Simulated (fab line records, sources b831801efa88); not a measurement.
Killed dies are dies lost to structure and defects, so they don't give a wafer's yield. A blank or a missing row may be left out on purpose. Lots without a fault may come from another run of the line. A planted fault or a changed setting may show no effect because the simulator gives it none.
Which tool did it? | flow gf180mcu | 14 lots, 42 wafers sampled, at 2 steps of a route of 602

WHAT THE GAUGES READ, wafer by wafer
GF_M4_OVL_MEAS_15.
lot  | measured     | on         | M4_OVL (nm)
L866 | day 23 18:24 | overlay-01 | 12 4 3
L867 | day 24 01:50 | overlay-01 | 1 -1 -3
L869 | day 24 21:01 | overlay-02 | 5 3 -6
L870 | day 25 06:37 | overlay-01 | 10 7 1
L873 | day 25 21:08 | overlay-01 | -6 5 5
L872 | day 26 02:46 | overlay-02 | 2 8 1
L874 | day 26 11:36 | overlay-02 | 4 6 2
L878 | day 27 14:12 | overlay-02 | -3 -4 -4
L879 | day 27 20:35 | overlay-02 | -6 -5 2
L881 | day 28 09:37 | overlay-01 | 12 7 4
L884 | day 29 06:37 | overlay-01 | 5 2 -3
L886 | day 29 19:17 | overlay-02 | 6 3 4
L888 | day 30 07:07 | overlay-02 | 2 -2 -5
L889 | day 30 12:22 | overlay-02 | 2 2 7

GF_V4_BOW_MEAS_05.
lot  | measured     | on            | V4_BOW (um)
L866 | day 23 19:55 | film_metro-01 | 131 124 134
L867 | day 24 03:05 | film_metro-01 | 125 125 137
L869 | day 24 22:58 | film_metro-02 | 132 122 135
L870 | day 25 07:52 | film_metro-01 | 136 133 125
L873 | day 25 22:23 | film_metro-02 | 147 145 132
L872 | day 26 04:04 | film_metro-02 | 145 147 146
L874 | day 26 12:52 | film_metro-04 | 123 119 126
L878 | day 27 15:29 | film_metro-01 | 140 128 144
L879 | day 27 21:50 | film_metro-01 | 138 142 140
L881 | day 28 10:53 | film_metro-04 | 144 142 149
L884 | day 29 08:08 | film_metro-01 | 111 128 124
L886 | day 29 20:38 | film_metro-01 | 119 129 131
L888 | day 30 08:23 | film_metro-01 | 136 147 132
L889 | day 30 13:36 | film_metro-04 | 134 131 130

WHICH TOOL RAN EACH LOT (tool, then ch and the chambers of the sampled wafers, then the start)
The record holds no process step before these readings.

WHAT THE TOOLS THEMSELVES READ (means of the sampled wafers that have a number; where no wafer has one, the mark that the record gives instead)
The record holds no such reading with a usual standard deviation.

THE ANSWER, worked out from the rows above alone
Rule: what is usual is taken from the lots themselves. Put in order of their means at a reading, lots are off if they are a third of the lots or fewer, leave a main group of 4 or more, and stand apart from it by a gap of 3 or more times the standard deviation of the main group's means; of several such gaps the widest counts. A main group whose means are all the same, to the digits that the tables above print for the reading, isn't used. A lot without any number at a reading at which 4 lots or more have one is off too. The other lots that the step has rows for count as sound. The gauges are gone through in route order, then the tools' own readings, and for those a lot's mean is taken as printed above. The first step at which some lot is off is used, and at that step the reading that is off furthest; a lot without a number counts as furthest.
No lot is off at any reading shown: from this, nothing can be told.

WHAT THE SIMULATOR HAD PUT IN
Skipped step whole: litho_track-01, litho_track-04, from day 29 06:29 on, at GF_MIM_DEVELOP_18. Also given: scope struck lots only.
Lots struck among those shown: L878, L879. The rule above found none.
